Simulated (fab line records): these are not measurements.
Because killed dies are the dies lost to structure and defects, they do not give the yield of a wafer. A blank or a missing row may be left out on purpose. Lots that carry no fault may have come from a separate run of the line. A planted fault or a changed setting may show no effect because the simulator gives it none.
The tool behind it: which one? || flow sky130 || 12 lots with 36 wafers sampled at 5 steps, on a route of 708 steps

## WHAT EACH GAUGE READ, for each wafer
SKY_SONOS_ONO_THK_MEAS_05.
{"lot": "L803", "measured": "day 11 17:09", "on": "film-metro-01", "SONOS_ONO_CVD_04_THK (nm)": "5.61 5.57 5.56"}
{"lot": "L804", "measured": "day 11 23:20", "on": "film-metro-03", "SONOS_ONO_CVD_04_THK (nm)": "5.80 5.68 5.79"}
{"lot": "L805", "measured": "day 12 10:10", "on": "film-metro-03", "SONOS_ONO_CVD_04_THK (nm)": "5.68 5.49 5.56"}
{"lot": "L806", "measured": "day 12 22:37", "on": "film-metro-03", "SONOS_ONO_CVD_04_THK (nm)": "5.84 5.74 5.72"}
{"lot": "L807", "measured": "day 13 11:05", "on": "film-metro-03", "SONOS_ONO_CVD_04_THK (nm)": "5.56 5.59 5.54"}
{"lot": "L809", "measured": "day 13 14:27", "on": "film-metro-03", "SONOS_ONO_CVD_04_THK (nm)": "5.65 5.78 5.55"}
{"lot": "L812", "measured": "day 14 20:44", "on": "film-metro-03", "SONOS_ONO_CVD_04_THK (nm)": "6.35 6.31 6.20"}
{"lot": "L813", "measured": "day 15 02:52", "on": "film-metro-03", "SONOS_ONO_CVD_04_THK (nm)": "6.18 6.43 6.26"}
{"lot": "L822", "measured": "day 18 07:37", "on": "film-metro-03", "SONOS_ONO_CVD_04_THK (nm)": "5.67 5.59 5.65"}
{"lot": "L823", "measured": "day 18 07:37", "on": "film-metro-02", "SONOS_ONO_CVD_04_THK (nm)": "5.71 5.78 5.78"}
{"lot": "L824", "measured": "day 18 20:35", "on": "film-metro-03", "SONOS_ONO_CVD_04_THK (nm)": "5.64 5.63 5.68"}
{"lot": "L826", "measured": "day 19 01:44", "on": "film-metro-01", "SONOS_ONO_CVD_04_THK (nm)": "5.60 5.65 5.73"}

SKY_SONOS_ONO_OVL_MEAS_14.
{"lot": "L803", "measured": "day 12 18:07", "on": "overlay-02", "SONOS_ONO_OVL (nm)": "0.5 -2.0 -1.9"}
{"lot": "L804", "measured": "day 13 01:00", "on": "overlay-02", "SONOS_ONO_OVL (nm)": "-0.3 -1.7 -0.6"}
{"lot": "L805", "measured": "day 13 10:52", "on": "overlay-01", "SONOS_ONO_OVL (nm)": "2.7 3.7 4.1"}
{"lot": "L806", "measured": "day 14 00:09", "on": "overlay-01", "SONOS_ONO_OVL (nm)": "1.6 1.2 1.3"}
{"lot": "L807", "measured": "day 14 13:30", "on": "overlay-01", "SONOS_ONO_OVL (nm)": "-2.7 -2.5 -3.0"}
{"lot": "L809", "measured": "day 14 16:50", "on": "overlay-02", "SONOS_ONO_OVL (nm)": "-0.9 0.2 0.1"}
{"lot": "L812", "measured": "day 15 23:06", "on": "overlay-01", "SONOS_ONO_OVL (nm)": "-1.2 0.0 0.2"}
{"lot": "L813", "measured": "day 16 05:30", "on": "overlay-01", "SONOS_ONO_OVL (nm)": "2.5 1.2 1.1"}
{"lot": "L822", "measured": "day 19 13:36", "on": "overlay-02", "SONOS_ONO_OVL (nm)": "1.7 0.4 0.9"}
{"lot": "L823", "measured": "day 19 13:34", "on": "overlay-01", "SONOS_ONO_OVL (nm)": "2.0 0.8 2.2"}
{"lot": "L824", "measured": "day 20 03:40", "on": "overlay-01", "SONOS_ONO_OVL (nm)": "0.1 1.6 -1.7"}
{"lot": "L826", "measured": "day 20 08:16", "on": "overlay-01", "SONOS_ONO_OVL (nm)": "-2.5 1.0 -1.0"}

## TOOL THAT RAN EACH LOT (tool first, then ch and the chambers of the sampled wafers, then the start)
{"lot": "L803", "SKY_VT_ADJUST_LVTN_STRIP_20": "plasma-asher-03 ch 0,1, day 7 20:23", "SKY_VT_ADJUST_NCORE_STRIP_10": "plasma-asher-01 ch 0,1, day 8 17:32", "SKY_SONOS_ONO_CVD_04": "lpcvd-03 ch 0, day 11 15:54"}
{"lot": "L804", "SKY_VT_ADJUST_LVTN_STRIP_20": "plasma-asher-04 ch 0,1, day 8 03:11", "SKY_VT_ADJUST_NCORE_STRIP_10": "plasma-asher-01 ch 0,1, day 8 23:50", "SKY_SONOS_ONO_CVD_04": "lpcvd-03 ch 1, day 11 22:04"}
{"lot": "L805", "SKY_VT_ADJUST_LVTN_STRIP_20": "plasma-asher-02 ch 0,1, day 8 11:31", "SKY_VT_ADJUST_NCORE_STRIP_10": "plasma-asher-03 ch 0,1, day 9 08:20", "SKY_SONOS_ONO_CVD_04": "lpcvd-03 ch 0, day 12 08:55"}
{"lot": "L806", "SKY_VT_ADJUST_LVTN_STRIP_20": "plasma-asher-03 ch 0,1, day 8 20:17", "SKY_VT_ADJUST_NCORE_STRIP_10": "plasma-asher-03 ch 0,1, day 9 17:29", "SKY_SONOS_ONO_CVD_04": "lpcvd-03 ch 0, day 12 21:21"}
{"lot": "L807", "SKY_VT_ADJUST_LVTN_STRIP_20": "plasma-asher-02 ch 1, day 9 03:52", "SKY_VT_ADJUST_NCORE_STRIP_10": "plasma-asher-03 ch 0,1, day 10 01:05", "SKY_SONOS_ONO_CVD_04": "lpcvd-03 ch 1, day 13 09:49"}
{"lot": "L809", "SKY_VT_ADJUST_LVTN_STRIP_20": "plasma-asher-03 ch 0,1, day 9 11:09", "SKY_VT_ADJUST_NCORE_STRIP_10": "plasma-asher-03 ch 0,1, day 10 08:25", "SKY_SONOS_ONO_CVD_04": "lpcvd-03 ch 1, day 13 13:11"}
{"lot": "L812", "SKY_VT_ADJUST_LVTN_STRIP_20": "plasma-asher-02 ch 0,1, day 10 12:05", "SKY_VT_ADJUST_NCORE_STRIP_10": "plasma-asher-04 ch 0,1, day 11 10:38", "SKY_SONOS_ONO_CVD_04": "lpcvd-03 ch 0, day 14 19:29"}
{"lot": "L813", "SKY_VT_ADJUST_LVTN_STRIP_20": "plasma-asher-03 ch 0,1, day 10 17:47", "SKY_VT_ADJUST_NCORE_STRIP_10": "plasma-asher-01 ch 0,1, day 11 17:29", "SKY_SONOS_ONO_CVD_04": "lpcvd-03 ch 0, day 15 01:37"}
{"lot": "L822", "SKY_VT_ADJUST_LVTN_STRIP_20": "plasma-asher-03 ch 0,1, day 13 10:44", "SKY_VT_ADJUST_NCORE_STRIP_10": "plasma-asher-03 ch 0,1, day 14 12:21", "SKY_SONOS_ONO_CVD_04": "lpcvd-03 ch 0, day 18 06:22"}
{"lot": "L823", "SKY_VT_ADJUST_LVTN_STRIP_20": "plasma-asher-03 ch 0, day 13 11:35", "SKY_VT_ADJUST_NCORE_STRIP_10": "plasma-asher-01 ch 0,1, day 14 13:48", "SKY_SONOS_ONO_CVD_04": "lpcvd-03 ch 0, day 18 06:22"}
{"lot": "L824", "SKY_VT_ADJUST_LVTN_STRIP_20": "plasma-asher-03 ch 0,1, day 13 20:38", "SKY_VT_ADJUST_NCORE_STRIP_10": "plasma-asher-01 ch 0, day 14 23:12", "SKY_SONOS_ONO_CVD_04": "lpcvd-03 ch 1, day 18 19:20"}
{"lot": "L826", "SKY_VT_ADJUST_LVTN_STRIP_20": "plasma-asher-02 ch 0,1, day 14 04:44", "SKY_VT_ADJUST_NCORE_STRIP_10": "plasma-asher-03 ch 0,1, day 15 07:30", "SKY_SONOS_ONO_CVD_04": "lpcvd-03 ch 0, day 19 00:29"}
- SKY_VT_ADJUST_LVTN_STRIP_20: strips in O2/N2.
- SKY_VT_ADJUST_NCORE_STRIP_10: strips in O2/N2.
- SKY_SONOS_ONO_CVD_04: deposits SiO2 from SiH4/N2O, target thk 5.7199 nm.

## WHAT THE TOOLS THEMSELVES READ (means of the sampled wafers that have a number; where no wafer has one, the mark that the record gives instead)
SKY_VT_ADJUST_LVTN_STRIP_20.
{"lot": "L803", "tool": "plasma-asher-03", "drypump-motor-current-A (A)": 5.4, "oes-product-au (a.u.)": 0.716, "strip-time-to-endpoint-s (s)": 14.21}
{"lot": "L804", "tool": "plasma-asher-04", "drypump-motor-current-A (A)": 5.7, "oes-product-au (a.u.)": 0.714, "strip-time-to-endpoint-s (s)": 14.19}
{"lot": "L805", "tool": "plasma-asher-02", "drypump-motor-current-A (A)": 5.7, "oes-product-au (a.u.)": 0.714, "strip-time-to-endpoint-s (s)": 14.23}
{"lot": "L806", "tool": "plasma-asher-03", "drypump-motor-current-A (A)": 5.7, "oes-product-au (a.u.)": 0.716, "strip-time-to-endpoint-s (s)": 14.23}
{"lot": "L807", "tool": "plasma-asher-02", "drypump-motor-current-A (A)": 5.8, "oes-product-au (a.u.)": 0.716, "strip-time-to-endpoint-s (s)": 14.18}
{"lot": "L809", "tool": "plasma-asher-03", "drypump-motor-current-A (A)": 5.4, "oes-product-au (a.u.)": 0.711, "strip-time-to-endpoint-s (s)": 14.15}
{"lot": "L812", "tool": "plasma-asher-02", "drypump-motor-current-A (A)": 5.7, "oes-product-au (a.u.)": 0.716, "strip-time-to-endpoint-s (s)": 14.24}
{"lot": "L813", "tool": "plasma-asher-03", "drypump-motor-current-A (A)": 5.7, "oes-product-au (a.u.)": 0.716, "strip-time-to-endpoint-s (s)": 14.17}
{"lot": "L822", "tool": "plasma-asher-03", "drypump-motor-current-A (A)": 5.7, "oes-product-au (a.u.)": 0.721, "strip-time-to-endpoint-s (s)": 14.18}
{"lot": "L823", "tool": "plasma-asher-03", "drypump-motor-current-A (A)": 5.0, "oes-product-au (a.u.)": 0.715, "strip-time-to-endpoint-s (s)": 14.25}
{"lot": "L824", "tool": "plasma-asher-03", "drypump-motor-current-A (A)": 5.4, "oes-product-au (a.u.)": 0.717, "strip-time-to-endpoint-s (s)": 14.18}
{"lot": "L826", "tool": "plasma-asher-02", "drypump-motor-current-A (A)": 5.7, "oes-product-au (a.u.)": 0.720, "strip-time-to-endpoint-s (s)": 14.18}

SKY_VT_ADJUST_NCORE_STRIP_10.
{"lot": "L803", "tool": "plasma-asher-01", "drypump-motor-current-A (A)": 6.1, "oes-product-au (a.u.)": 0.719, "strip-time-to-endpoint-s (s)": 14.21}
{"lot": "L804", "tool": "plasma-asher-01", "drypump-motor-current-A (A)": 6.1, "oes-product-au (a.u.)": 0.714, "strip-time-to-endpoint-s (s)": 14.15}
{"lot": "L805", "tool": "plasma-asher-03", "drypump-motor-current-A (A)": 5.4, "oes-product-au (a.u.)": 0.718, "strip-time-to-endpoint-s (s)": 14.24}
{"lot": "L806", "tool": "plasma-asher-03", "drypump-motor-current-A (A)": 5.4, "oes-product-au (a.u.)": 0.713, "strip-time-to-endpoint-s (s)": 14.16}
{"lot": "L807", "tool": "plasma-asher-03", "drypump-motor-current-A (A)": 5.4, "oes-product-au (a.u.)": 0.718, "strip-time-to-endpoint-s (s)": 14.18}
{"lot": "L809", "tool": "plasma-asher-03", "drypump-motor-current-A (A)": 5.7, "oes-product-au (a.u.)": 0.714, "strip-time-to-endpoint-s (s)": 14.15}
{"lot": "L812", "tool": "plasma-asher-04", "drypump-motor-current-A (A)": 5.8, "oes-product-au (a.u.)": 0.718, "strip-time-to-endpoint-s (s)": 14.25}
{"lot": "L813", "tool": "plasma-asher-01", "drypump-motor-current-A (A)": 5.7, "oes-product-au (a.u.)": 0.716, "strip-time-to-endpoint-s (s)": 14.23}
{"lot": "L822", "tool": "plasma-asher-03", "drypump-motor-current-A (A)": 5.3, "oes-product-au (a.u.)": 0.713, "strip-time-to-endpoint-s (s)": 14.22}
{"lot": "L823", "tool": "plasma-asher-01", "drypump-motor-current-A (A)": 5.7, "oes-product-au (a.u.)": 0.715, "strip-time-to-endpoint-s (s)": 14.10}
{"lot": "L824", "tool": "plasma-asher-01", "drypump-motor-current-A (A)": 6.4, "oes-product-au (a.u.)": 0.714, "strip-time-to-endpoint-s (s)": 14.21}
{"lot": "L826", "tool": "plasma-asher-03", "drypump-motor-current-A (A)": 5.7, "oes-product-au (a.u.)": 0.718, "strip-time-to-endpoint-s (s)": 14.29}

SKY_SONOS_ONO_CVD_04.
{"lot": "L803", "tool": "lpcvd-03", "pressure-mtorr (mTorr)": 399.8, "spike-tc-lower-C (C)": 900.1}
{"lot": "L804", "tool": "lpcvd-03", "pressure-mtorr (mTorr)": 401.6, "spike-tc-lower-C (C)": 898.8}
{"lot": "L805", "tool": "lpcvd-03", "pressure-mtorr (mTorr)": 399.9, "spike-tc-lower-C (C)": 899.5}
{"lot": "L806", "tool": "lpcvd-03", "pressure-mtorr (mTorr)": 399.5, "spike-tc-lower-C (C)": 900.2}
{"lot": "L807", "tool": "lpcvd-03", "pressure-mtorr (mTorr)": 400.1, "spike-tc-lower-C (C)": 899.0}
{"lot": "L809", "tool": "lpcvd-03", "pressure-mtorr (mTorr)": 399.7, "spike-tc-lower-C (C)": 899.1}
{"lot": "L812", "tool": "lpcvd-03", "pressure-mtorr (mTorr)": 479.4, "spike-tc-lower-C (C)": 900.2}
{"lot": "L813", "tool": "lpcvd-03", "pressure-mtorr (mTorr)": 478.6, "spike-tc-lower-C (C)": 900.4}
{"lot": "L822", "tool": "lpcvd-03", "pressure-mtorr (mTorr)": 399.4, "spike-tc-lower-C (C)": 900.8}
{"lot": "L823", "tool": "lpcvd-03", "pressure-mtorr (mTorr)": 399.5, "spike-tc-lower-C (C)": 900.1}
{"lot": "L824", "tool": "lpcvd-03", "pressure-mtorr (mTorr)": 399.6, "spike-tc-lower-C (C)": 897.8}
{"lot": "L826", "tool": "lpcvd-03", "pressure-mtorr (mTorr)": 400.5, "spike-tc-lower-C (C)": 899.4}

## THE ANSWER, worked out from the rows above alone
Rule: usual is defined by the lots themselves. Put in order of their means at a reading, lots are off if they are a third of the lots or fewer, leave a main group of 4 or more, and stand apart from it by a gap of 3 or more times the standard deviation of the main group's means; of several such gaps the widest counts. The tables above print the reading to a certain number of digits; a main group whose means all agree to those digits is not used. Also off: a lot with no number at a reading for which 4 or more lots have one. Any other lot the step has rows for is counted as sound. Order of review: gauges by route order, followed by the tools' own readings, for which a lot's mean as printed above is used. At the first step where some lot is off, the reading lying furthest off is the one used; lots without a number count as furthest.
Off: at SKY_SONOS_ONO_THK_MEAS_05 (SONOS_ONO_CVD_04_THK), L812, L813. Mean 5.66 nm and standard deviation 0.073 in the main group.
If a tool, at a process step before that reading, ran all the lots that are off and no sound lot after the first of them, it fits. Not tried: the gauges at SKY_SONOS_ONO_THK_MEAS_05; whatever is off there is also off at SKY_SONOS_ONO_CVD_04, on other tools, and gauge error can't account for it. None of those tried fits.

## WHAT HAD BEEN PUT IN BY THE SIMULATOR
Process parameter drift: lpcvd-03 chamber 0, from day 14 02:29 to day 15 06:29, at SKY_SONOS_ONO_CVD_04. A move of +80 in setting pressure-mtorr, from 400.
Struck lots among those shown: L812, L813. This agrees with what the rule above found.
